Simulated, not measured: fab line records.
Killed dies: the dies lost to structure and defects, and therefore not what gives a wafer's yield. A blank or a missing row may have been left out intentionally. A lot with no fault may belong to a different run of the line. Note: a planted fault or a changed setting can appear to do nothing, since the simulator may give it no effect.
Which of the tools did it? / flow gf180mcu / Sampling: 11 lots, 33 wafers, 5 of 602 route steps

## WHAT THE GAUGES SHOWED, per wafer
GF_M4_RS_MEAS_05: measurement is done with a four-point probe. Usual: M4_ALCU_RS typically reads 0.0695 ohm/sq, with standard deviation 0.00073.
lot=L225; measured=day 22 02:00; on=filmMetro-02; M4_ALCU_RS (ohm/sq)=0.0684 0.0694 0.0692; flag=
lot=L226; measured=day 22 14:16; on=filmMetro-02; M4_ALCU_RS (ohm/sq)=0.0693 0.0696 0.0690; flag=
lot=L229; measured=day 23 17:36; on=filmMetro-02; M4_ALCU_RS (ohm/sq)=0.0700 0.0688 0.0696; flag=
lot=L232; measured=day 25 05:44; on=filmMetro-04; M4_ALCU_RS (ohm/sq)=0.0701 0.0702 0.0702; flag=
lot=L234; measured=day 25 13:53; on=filmMetro-02; M4_ALCU_RS (ohm/sq)=0.0695 0.0698 0.0694; flag=
lot=L241; measured=day 27 21:17; on=filmMetro-04; M4_ALCU_RS (ohm/sq)=0.0696 0.0690 0.0697; flag=
lot=L242; measured=day 28 04:14; on=filmMetro-03; M4_ALCU_RS (ohm/sq)=0.0692 0.0688 0.0697; flag=
lot=L245; measured=day 28 23:35; on=filmMetro-04; M4_ALCU_RS (ohm/sq)=0.0692 0.0690 0.0686; flag=
lot=L246; measured=day 29 07:05; on=filmMetro-02; M4_ALCU_RS (ohm/sq)=0.0698 0.0698 0.0694; flag=
lot=L247; measured=day 29 15:34; on=filmMetro-04; M4_ALCU_RS (ohm/sq)=0.0686 0.0676 0.0683; flag=
lot=L248; measured=day 29 21:55; on=filmMetro-04; M4_ALCU_RS (ohm/sq)=0.0696 0.0701 0.0699; flag=

GF_M5_CD_MEAS_07: target cd 280 nm. Usual: cdNm 280.0 nm, standard deviation 1.2.
lot=L225; measured=day 25 21:52; on=cdSem-02; cdNm (nm)=279.9 279.4 279.9; flag=
lot=L226; measured=day 26 09:23; on=cdSem-01; cdNm (nm)=279.9 279.1 278.9; flag=
lot=L229; measured=day 27 11:46; on=cdSem-01; cdNm (nm)=281.8 281.7 281.8; flag=
lot=L232; measured=day 28 18:08; on=cdSem-02; cdNm (nm)=280.7 281.1 281.4; flag=
lot=L234; measured=day 29 00:59; on=cdSem-02; cdNm (nm)=281.1 281.7 281.2; flag=
lot=L241; measured=day 31 03:59; on=cdSem-02; cdNm (nm)=278.1 279.5 278.9; flag=
lot=L242; measured=day 31 09:51; on=cdSem-02; cdNm (nm)=281.2 280.5 280.9; flag=
lot=L245; measured=day 32 03:56; on=cdSem-02; cdNm (nm)=280.6 281.4 281.2; flag=
lot=L246; measured=day 32 10:05; on=cdSem-02; cdNm (nm)=279.1 279.1 278.0; flag=
lot=L247; measured=day 32 18:04; on=cdSem-01; cdNm (nm)=279.6 280.1 280.7; flag=
lot=L248; measured=day 32 21:58; on=cdSem-01; cdNm (nm)=278.5 278.8 278.6; flag=

## TOOL THAT RAN EACH LOT (tool first, then ch and the chambers of the sampled wafers, then the start)
lot=L225; GF_V3_SPUTTER_21=pvdSputter-03, day 22 01:05; GF_MIM_SPUTTER_07=pvdSputter-01, day 24 03:41; GF_MIM_METAL_ETCH_19=rieMetal-04 ch 0,1, day 25 01:37
lot=L226; GF_V3_SPUTTER_21=pvdSputter-03, day 22 13:19; GF_MIM_SPUTTER_07=pvdSputter-01, day 24 15:37; GF_MIM_METAL_ETCH_19=rieMetal-03 ch 0,1, day 25 11:52
lot=L229; GF_V3_SPUTTER_21=pvdSputter-03, day 23 16:41; GF_MIM_SPUTTER_07=pvdSputter-01, day 25 15:42; GF_MIM_METAL_ETCH_19=rieMetal-04 ch 0,1, day 26 15:07
lot=L232; GF_V3_SPUTTER_21=pvdSputter-03, day 25 02:54; GF_MIM_SPUTTER_07=pvdSputter-04, day 27 01:46; GF_MIM_METAL_ETCH_19=rieMetal-03 ch 1, day 27 22:02
lot=L234; GF_V3_SPUTTER_21=pvdSputter-01, day 25 12:56; GF_MIM_SPUTTER_07=pvdSputter-02, day 27 10:04; GF_MIM_METAL_ETCH_19=rieMetal-02 ch 0,1, day 28 05:37
lot=L241; GF_V3_SPUTTER_21=pvdSputter-01, day 27 20:10; GF_MIM_SPUTTER_07=pvdSputter-01, day 29 15:19; GF_MIM_METAL_ETCH_19=rieMetal-03 ch 0,1, day 30 09:38
lot=L242; GF_V3_SPUTTER_21=pvdSputter-02, day 28 03:16; GF_MIM_SPUTTER_07=pvdSputter-01, day 29 21:19; GF_MIM_METAL_ETCH_19=rieMetal-02 ch 0,1, day 30 15:55
lot=L245; GF_V3_SPUTTER_21=pvdSputter-02, day 28 22:40; GF_MIM_SPUTTER_07=pvdSputter-04, day 30 16:25; GF_MIM_METAL_ETCH_19=rieMetal-03 ch 0,1, day 31 10:02
lot=L246; GF_V3_SPUTTER_21=pvdSputter-02, day 29 06:09; GF_MIM_SPUTTER_07=pvdSputter-02, day 30 22:56; GF_MIM_METAL_ETCH_19=rieMetal-04 ch 0,1, day 31 16:36
lot=L247; GF_V3_SPUTTER_21=pvdSputter-01, day 29 14:38; GF_MIM_SPUTTER_07=pvdSputter-04, day 31 07:58; GF_MIM_METAL_ETCH_19=rieMetal-02 ch 0,1, day 32 01:19
lot=L248; GF_V3_SPUTTER_21=pvdSputter-01, day 29 21:00; GF_MIM_SPUTTER_07=pvdSputter-04, day 31 12:08; GF_MIM_METAL_ETCH_19=rieMetal-02 ch 0,1, day 32 04:39
- GF_V3_SPUTTER_21: material Ti, target thk 15 nm, time 80.02 s.
- GF_MIM_SPUTTER_07: material TiN, target thk 60 nm, time 50 s.
- GF_MIM_METAL_ETCH_19: etches the open film in Cl2/BCl3, stops on Si3N4, target depth 324.5 nm, time 54.1 s.

## WHAT THE TOOLS THEMSELVES READ (means of the sampled wafers that have a number; where no wafer has one, the mark that the record gives instead)
GF_V3_SPUTTER_21. Usual: chamberPressurePa 5.002 Pa, standard deviation 0.0099; throttleValvePct 29.7 %, standard deviation 0.67.
lot=L225; tool=pvdSputter-03; chamberPressurePa (Pa)=4.997; throttleValvePct (%)=29.4; flag=
lot=L226; tool=pvdSputter-03; chamberPressurePa (Pa)=5.005; throttleValvePct (%)=29.4; flag=
lot=L229; tool=pvdSputter-03; chamberPressurePa (Pa)=4.995; throttleValvePct (%)=29.0; flag=
lot=L232; tool=pvdSputter-03; chamberPressurePa (Pa)=5.009; throttleValvePct (%)=29.3; flag=
lot=L234; tool=pvdSputter-01; chamberPressurePa (Pa)=5.008; throttleValvePct (%)=30.1; flag=
lot=L241; tool=pvdSputter-01; chamberPressurePa (Pa)=5.005; throttleValvePct (%)=30.2; flag=
lot=L242; tool=pvdSputter-02; chamberPressurePa (Pa)=4.985; throttleValvePct (%)=29.7; flag=
lot=L245; tool=pvdSputter-02; chamberPressurePa (Pa)=5.009; throttleValvePct (%)=29.8; flag=
lot=L246; tool=pvdSputter-02; chamberPressurePa (Pa)=5.001; throttleValvePct (%)=29.4; flag=
lot=L247; tool=pvdSputter-01; chamberPressurePa (Pa)=5.004; throttleValvePct (%)=30.2; flag=
lot=L248; tool=pvdSputter-01; chamberPressurePa (Pa)=5.007; throttleValvePct (%)=30.1; flag=

GF_MIM_SPUTTER_07. Usual: chamberPressurePa 0.4000 Pa, standard deviation 0.00077; throttleValvePct 30.2 %, standard deviation 0.84.
lot=L225; tool=pvdSputter-01; chamberPressurePa (Pa)=0.3998; throttleValvePct (%)=30.1; flag=
lot=L226; tool=pvdSputter-01; chamberPressurePa (Pa)=0.3999; throttleValvePct (%)=29.9; flag=
lot=L229; tool=pvdSputter-01; chamberPressurePa (Pa)=0.4005; throttleValvePct (%)=30.3; flag=
lot=L232; tool=pvdSputter-04; chamberPressurePa (Pa)=0.4007; throttleValvePct (%)=31.0; flag=
lot=L234; tool=pvdSputter-02; chamberPressurePa (Pa)=0.3994; throttleValvePct (%)=29.9; flag=
lot=L241; tool=pvdSputter-01; chamberPressurePa (Pa)=0.4003; throttleValvePct (%)=29.7; flag=
lot=L242; tool=pvdSputter-01; chamberPressurePa (Pa)=0.4009; throttleValvePct (%)=29.8; flag=
lot=L245; tool=pvdSputter-04; chamberPressurePa (Pa)=0.3992; throttleValvePct (%)=30.7; flag=
lot=L246; tool=pvdSputter-02; chamberPressurePa (Pa)=0.4006; throttleValvePct (%)=29.7; flag=
lot=L247; tool=pvdSputter-04; chamberPressurePa (Pa)=0.4003; throttleValvePct (%)=30.4; flag=
lot=L248; tool=pvdSputter-04; chamberPressurePa (Pa)=0.4005; throttleValvePct (%)=31.5; flag=

GF_MIM_METAL_ETCH_19. Usual: biasW 140.0 W, standard deviation 0.49; chamberPressureMTorr 8.000 mTorr, standard deviation 0.0074; drypumpMotorCurrentA 5.8 A, standard deviation 0.48; oesProductAu 0.943 a.u., standard deviation 0.0066; rfFwdPowerW 793 W, standard deviation 3; throttleValvePct 28.282 %, standard deviation 0.011.
lot=L225; tool=rieMetal-04; biasW (W)=139.8; chamberPressureMTorr (mTorr)=8.005; drypumpMotorCurrentA (A)=6.0; oesProductAu (a.u.)=0.943; rfFwdPowerW (W)=794; throttleValvePct (%)=28.278; flag=
lot=L226; tool=rieMetal-03; biasW (W)=140.3; chamberPressureMTorr (mTorr)=7.999; drypumpMotorCurrentA (A)=5.7; oesProductAu (a.u.)=0.942; rfFwdPowerW (W)=790; throttleValvePct (%)=28.284; flag=
lot=L229; tool=rieMetal-04; biasW (W)=139.7; chamberPressureMTorr (mTorr)=8.003; drypumpMotorCurrentA (A)=6.0; oesProductAu (a.u.)=0.945; rfFwdPowerW (W)=795; throttleValvePct (%)=28.278; flag=
lot=L232; tool=rieMetal-03; biasW (W)=140.5; chamberPressureMTorr (mTorr)=7.998; drypumpMotorCurrentA (A)=5.9; oesProductAu (a.u.)=0.942; rfFwdPowerW (W)=790; throttleValvePct (%)=28.281; flag=
lot=L234; tool=rieMetal-02; biasW (W)=140.0; chamberPressureMTorr (mTorr)=7.997; drypumpMotorCurrentA (A)=5.6; oesProductAu (a.u.)=0.943; rfFwdPowerW (W)=794; throttleValvePct (%)=28.273; flag=
lot=L241; tool=rieMetal-03; biasW (W)=140.2; chamberPressureMTorr (mTorr)=8.000; drypumpMotorCurrentA (A)=5.7; oesProductAu (a.u.)=0.899; rfFwdPowerW (W)=790; throttleValvePct (%)=28.332; flag=OFF
lot=L242; tool=rieMetal-02; biasW (W)=140.4; chamberPressureMTorr (mTorr)=7.997; drypumpMotorCurrentA (A)=5.6; oesProductAu (a.u.)=0.889; rfFwdPowerW (W)=792; throttleValvePct (%)=28.336; flag=OFF
lot=L245; tool=rieMetal-03; biasW (W)=140.4; chamberPressureMTorr (mTorr)=8.007; drypumpMotorCurrentA (A)=5.6; oesProductAu (a.u.)=0.944; rfFwdPowerW (W)=794; throttleValvePct (%)=28.284; flag=
lot=L246; tool=rieMetal-04; biasW (W)=139.5; chamberPressureMTorr (mTorr)=8.004; drypumpMotorCurrentA (A)=6.4; oesProductAu (a.u.)=0.936; rfFwdPowerW (W)=794; throttleValvePct (%)=28.281; flag=
lot=L247; tool=rieMetal-02; biasW (W)=139.8; chamberPressureMTorr (mTorr)=8.001; drypumpMotorCurrentA (A)=5.3; oesProductAu (a.u.)=0.940; rfFwdPowerW (W)=797; throttleValvePct (%)=28.284; flag=
lot=L248; tool=rieMetal-02; biasW (W)=140.2; chamberPressureMTorr (mTorr)=8.006; drypumpMotorCurrentA (A)=5.3; oesProductAu (a.u.)=0.940; rfFwdPowerW (W)=794; throttleValvePct (%)=28.297; flag=

## THE ANSWER, worked out from the rows above alone
Rule: a lot is off if the mean of its wafers that have a number lies more than 3 standard deviations from the usual mean. Also off: a lot with no number at a reading for which 4 or more lots have one. Any other lot the step has rows for is counted as sound. Order of review: gauges by route order, followed by the tools' own readings, for which a lot's mean as printed above is used. At the first step where some lot is off, the reading lying furthest off is the one used; lots without a number count as furthest.
Off: L241, L242, at GF_MIM_METAL_ETCH_19 (oesProductAu).
If a tool, at that step or one of the process steps before it, ran each lot that is off and ran no sound lot following the first of them, it fits. One fits: GF_MIM_SPUTTER_07 on pvdSputter-01. Its last sound lot is L229 (day 25 15:42), its first lot that is off L241 (day 29 15:19): a fault that began between those two fits.

## WHAT THE SIMULATOR PUT IN
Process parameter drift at GF_MIM_SPUTTER_07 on pvdSputter-01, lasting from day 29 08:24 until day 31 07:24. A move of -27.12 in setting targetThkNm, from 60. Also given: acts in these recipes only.
Shown lots that were struck: L241, L242. Same finding as the rule above.
